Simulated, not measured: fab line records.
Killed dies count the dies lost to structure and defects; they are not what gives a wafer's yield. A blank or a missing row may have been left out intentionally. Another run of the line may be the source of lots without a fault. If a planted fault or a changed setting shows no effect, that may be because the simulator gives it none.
The tool behind it: which one? / flow gf180mcu / 12 lots, 36 wafers sampled, at 3 steps of a route of 602

== WHAT EACH GAUGE READ, for each wafer ==
GF_M2_OVL_MEAS_15. Usual: M2_OVL gives 2 nm (standard deviation 7).
lot=L906; measured=day 19 13:17; on=overlay-01; M2_OVL (nm)=-12 -5 -5; flag=
lot=L907; measured=day 19 17:26; on=overlay-02; M2_OVL (nm)=-1 10 0; flag=
lot=L908; measured=day 19 18:44; on=overlay-02; M2_OVL (nm)=-2 -1 -9; flag=
lot=L909; measured=day 20 02:37; on=overlay-01; M2_OVL (nm)=0 -5 -4; flag=
lot=L911; measured=day 21 02:43; on=overlay-01; M2_OVL (nm)=9 12 15; flag=
lot=L912; measured=day 21 19:13; on=overlay-02; M2_OVL (nm)=-10 -13 -11; flag=
lot=L917; measured=day 23 16:20; on=overlay-02; M2_OVL (nm)=4 -5 5; flag=
lot=L918; measured=day 23 20:56; on=overlay-01; M2_OVL (nm)=20 6 13; flag=
lot=L921; measured=day 25 00:00; on=overlay-02; M2_OVL (nm)=5 5 5; flag=
lot=L924; measured=day 25 15:20; on=overlay-01; M2_OVL (nm)=5 3 -7; flag=
lot=L925; measured=day 26 01:48; on=overlay-02; M2_OVL (nm)=1 8 4; flag=
lot=L926; measured=day 26 02:02; on=overlay-01; M2_OVL (nm)=4 -5 2; flag=

GF_V3_THK_MEAS_01. Usual: V3_CVD_00_THK gives 603 nm (standard deviation 6.6).
lot=L906; measured=day 21 17:14; on=film metro-03; V3_CVD_00_THK (nm)=612 599 603; flag=
lot=L907; measured=day 21 21:14; on=film metro-04; V3_CVD_00_THK (nm)=606 597 592; flag=
lot=L908; measured=day 21 23:16; on=film metro-02; V3_CVD_00_THK (nm)=591 607 595; flag=
lot=L909; measured=day 22 07:08; on=film metro-02; V3_CVD_00_THK (nm)=592 603 590; flag=
lot=L911; measured=day 23 04:52; on=film metro-03; V3_CVD_00_THK (nm)=602 604 606; flag=
lot=L912; measured=day 23 21:24; on=film metro-04; V3_CVD_00_THK (nm)=609 598 593; flag=
lot=L917; measured=day 25 15:25; on=film metro-03; V3_CVD_00_THK (nm)=589 599 587; flag=
lot=L918; measured=day 25 19:13; on=film metro-03; V3_CVD_00_THK (nm)=595 604 594; flag=
lot=L921; measured=day 26 20:41; on=film metro-04; V3_CVD_00_THK (nm)=610 608 610; flag=
lot=L924; measured=day 27 11:32; on=film metro-03; V3_CVD_00_THK (nm)=610 597 602; flag=
lot=L925; measured=day 27 21:43; on=film metro-03; V3_CVD_00_THK (nm)=607 608 607; flag=
lot=L926; measured=day 27 23:20; on=film metro-03; V3_CVD_00_THK (nm)=600 602 603; flag=

== WHAT TOOL EACH LOT RAN ON (gives the tool, then ch and the chambers of the sampled wafers, and finally the start) ==
lot=L906; GF_M2_METAL_ETCH_16=rie metal-01 ch 0,1, day 19 13:20
lot=L907; GF_M2_METAL_ETCH_16=rie metal-01 ch 1, day 19 17:28
lot=L908; GF_M2_METAL_ETCH_16=rie metal-04 ch 0,1, day 19 18:46
lot=L909; GF_M2_METAL_ETCH_16=rie metal-01 ch 0,1, day 20 02:40
lot=L911; GF_M2_METAL_ETCH_16=rie metal-04 ch 0,1, day 21 02:47
lot=L912; GF_M2_METAL_ETCH_16=rie metal-02 ch 1, day 21 19:22
lot=L917; GF_M2_METAL_ETCH_16=rie metal-04 ch 0,1, day 23 16:22
lot=L918; GF_M2_METAL_ETCH_16=rie metal-02 ch 0,1, day 23 20:59
lot=L921; GF_M2_METAL_ETCH_16=rie metal-02 ch 0,1, day 25 00:02
lot=L924; GF_M2_METAL_ETCH_16=rie metal-01 ch 0,1, day 25 15:25
lot=L925; GF_M2_METAL_ETCH_16=rie metal-04 ch 0,1, day 26 01:50
lot=L926; GF_M2_METAL_ETCH_16=rie metal-02 ch 0,1, day 26 02:05
- GF_M2_METAL_ETCH_16: etches the open film in Cl2/BCl3, stops on SiO2, target depth 750.8 nm, time 125.1 s.

== WHAT THE TOOLS THEMSELVES READ (means of the sampled wafers that have a number; where no wafer has one, the mark that the record gives instead) ==
GF_M2_METAL_ETCH_16. Usual: bcl3 flow sccm 39.99 sccm, standard deviation 0.11; drypump motor current A 5.8 A, standard deviation 0.49; oes product au 0.991 a.u., standard deviation 0.0061; throttle valve pct 28.228 %, standard deviation 0.01.
lot=L906; tool=rie metal-01; bcl3 flow sccm (sccm)=39.91; drypump motor current A (A)=5.6; oes product au (a.u.)=0.998; throttle valve pct (%)=28.223; flag=
lot=L907; tool=rie metal-01; bcl3 flow sccm (sccm)=39.95; drypump motor current A (A)=5.9; oes product au (a.u.)=0.995; throttle valve pct (%)=28.218; flag=
lot=L908; tool=rie metal-04; bcl3 flow sccm (sccm)=39.99; drypump motor current A (A)=6.2; oes product au (a.u.)=0.986; throttle valve pct (%)=28.230; flag=
lot=L909; tool=rie metal-01; bcl3 flow sccm (sccm)=39.91; drypump motor current A (A)=5.2; oes product au (a.u.)=0.998; throttle valve pct (%)=28.217; flag=
lot=L911; tool=rie metal-04; bcl3 flow sccm (sccm)=39.98; drypump motor current A (A)=6.2; oes product au (a.u.)=0.988; throttle valve pct (%)=28.236; flag=
lot=L912; tool=rie metal-02; bcl3 flow sccm (sccm)=40.04; drypump motor current A (A)=5.4; oes product au (a.u.)=0.991; throttle valve pct (%)=28.234; flag=
lot=L917; tool=rie metal-04; bcl3 flow sccm (sccm)=39.84; drypump motor current A (A)=6.2; oes product au (a.u.)=0.994; throttle valve pct (%)=28.224; flag=
lot=L918; tool=rie metal-02; bcl3 flow sccm (sccm)=40.00; drypump motor current A (A)=5.6; oes product au (a.u.)=0.993; throttle valve pct (%)=28.234; flag=
lot=L921; tool=rie metal-02; bcl3 flow sccm (sccm)=40.08; drypump motor current A (A)=5.9; oes product au (a.u.)=0.985; throttle valve pct (%)=28.230; flag=
lot=L924; tool=rie metal-01; bcl3 flow sccm (sccm)=39.97; drypump motor current A (A)=5.6; oes product au (a.u.)=0.994; throttle valve pct (%)=28.225; flag=
lot=L925; tool=rie metal-04; bcl3 flow sccm (sccm)=39.89; drypump motor current A (A)=6.2; oes product au (a.u.)=0.985; throttle valve pct (%)=28.237; flag=
lot=L926; tool=rie metal-02; bcl3 flow sccm (sccm)=40.07; drypump motor current A (A)=5.6; oes product au (a.u.)=0.989; throttle valve pct (%)=28.227; flag=

== THE ANSWER, worked out from the rows above alone ==
Rule: take the mean of a lot's wafers that have a number; if it is more than 3 standard deviations from the usual mean, the lot is off. A lot without any number at a reading at which 4 lots or more have one is off too. Any other lot the step has rows for is counted as sound. After the gauges, taken in route order, come the tools' own readings; for these a lot's mean is taken, as printed above. At the first step where some lot is off, the reading lying furthest off is the one used; lots without a number count as furthest.
Across all readings shown, no lot is off: no conclusion can be drawn from this.

== WHAT THE SIMULATOR HAD INSERTED ==
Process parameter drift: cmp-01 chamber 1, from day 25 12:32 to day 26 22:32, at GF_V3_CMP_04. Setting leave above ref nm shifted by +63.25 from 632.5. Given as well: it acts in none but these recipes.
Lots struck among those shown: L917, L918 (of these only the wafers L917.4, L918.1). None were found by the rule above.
